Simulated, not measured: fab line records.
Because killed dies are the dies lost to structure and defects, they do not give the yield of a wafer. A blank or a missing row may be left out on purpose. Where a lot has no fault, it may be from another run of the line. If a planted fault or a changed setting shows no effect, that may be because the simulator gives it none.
Matching of chambers + flow gf180mcu + rieDiel-03 running GF_CONTACT_ETCH_16: 4 sister chambers
The step etches BARC in N2/H2. 22 wafers are shown with their chamber, then 11 later ones without.

== WAFERS, EACH WITH ITS CHAMBER ==
| wafer  | chamber | drypumpMotorCurrentA (A) | oesProductAu (a.u.) | throttleValvePct (%) |
|--------|---------|--------------------------|---------------------|----------------------|
| L075.2 | 0       | 6.7                      | 0.858               | 13.231               |
| L075.3 | 1       | 5.7                      | 0.855               | 13.231               |
| L075.5 | 0       | 6.6                      | 0.854               | 13.218               |
| L077.1 | 2       | 6.5                      | 0.853               | 13.234               |
| L077.2 | 1       | 5.7                      | 0.861               | 13.227               |
| L077.3 | 3       | 6.6                      | 0.861               | 13.224               |
| L077.4 | 2       | 6.5                      | 0.859               | 13.209               |
| L077.5 | 3       | 6.6                      | 0.858               | 13.231               |
| L077.6 | 1       | 5.7                      | 0.851               | 13.227               |
| L079.1 | 3       | 6.6                      | 0.862               | 13.216               |
| L079.2 | 2       | 6.5                      | 0.859               | 13.233               |
| L079.3 | 1       | 5.7                      | 0.858               | 13.224               |
| L079.4 | 0       | 6.6                      | 0.865               | 13.213               |
| L079.5 | 2       | 6.5                      | 0.857               | 13.225               |
| L079.6 | 1       | 5.7                      | 0.850               | 13.249               |
| L080.2 | 2       | 6.5                      | 0.861               | 13.224               |
| L080.3 | 0       | 6.6                      | 0.856               | 13.244               |
| L080.4 | 3       | 6.6                      | 0.856               | 13.216               |
| L081.1 | 3       | 6.6                      | 0.859               | 13.231               |
| L081.2 | 0       | 6.6                      | 0.856               | 13.233               |
| L081.3 | 2       | 6.5                      | 0.847               | 13.232               |
| L081.4 | 1       | 5.7                      | 0.847               | 13.220               |

SIGNATURES (averages over the wafers above)
| reading              | chamber 0 | chamber 1 | chamber 2 | chamber 3 | scatter within a chamber |
|----------------------|-----------|-----------|-----------|-----------|--------------------------|
| drypumpMotorCurrentA | 6.620     | 5.700     | 6.500     | 6.600     | 0.0211                   |
| oesProductAu         | 0.85780   | 0.85367   | 0.85600   | 0.85920   | 0.00453                  |
| throttleValvePct     | 13.22780  | 13.22967  | 13.22617  | 13.22360  | 0.00999                  |
Rule: a wafer lies at a distance from a chamber equal to the root of the sum of squares, over the readings, of (its reading less the chamber's mean, divided by the reading's scatter). The wafer belongs to the nearest chamber; if the next one is less than 2 further off, it can't be placed. How the scatter is found: for the shown wafers, subtract from each reading the mean of its chamber, square and add these, divide the total by (wafers less chambers), then take the root.

== WAFERS WHOSE CHAMBER IS MISSING ==
| wafer  | drypumpMotorCurrentA (A) | oesProductAu (a.u.) | throttleValvePct (%) |
|--------|--------------------------|---------------------|----------------------|
| L081.5 | 6.6                      | 0.848               | 13.242               |
| L081.6 | 5.7                      | 0.852               | 13.220               |
| L085.1 | 6.6                      | 0.855               | 13.231               |
| L085.2 | 6.6                      | 0.853               | 13.240               |
| L085.4 | 5.7                      | 0.861               | 13.230               |
| L094.1 | 6.6                      | 0.859               | 13.229               |
| L094.2 | 5.7                      | 0.857               | 13.228               |
| L094.3 | 6.5                      | 0.857               | 13.234               |
| L094.4 | 6.6                      | 0.858               | 13.238               |
| L094.5 | 5.7                      | 0.854               | 13.232               |
| L094.6 | 6.5                      | 0.860               | 13.231               |

== THE CHAMBER EACH PASSED THROUGH ==
| wafer  | from the rows above     | in truth |
|--------|-------------------------|----------|
| L081.5 | can't be placed: 0 or 3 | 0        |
| L081.6 | 1                       | 1        |
| L085.1 | can't be placed: 0 or 3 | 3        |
| L085.2 | can't be placed: 0 or 3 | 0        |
| L085.4 | 1                       | 1        |
| L094.1 | can't be placed: 3 or 0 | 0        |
| L094.2 | 1                       | 1        |
| L094.3 | 2                       | 2        |
| L094.4 | can't be placed: 0 or 3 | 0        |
| L094.5 | 1                       | 1        |
| L094.6 | 2                       | 2        |
Placed correctly: 6 of 11. From these rows, 5 cannot be placed; in 5 the true chamber is one of the candidates. Wrongly placed: 0.
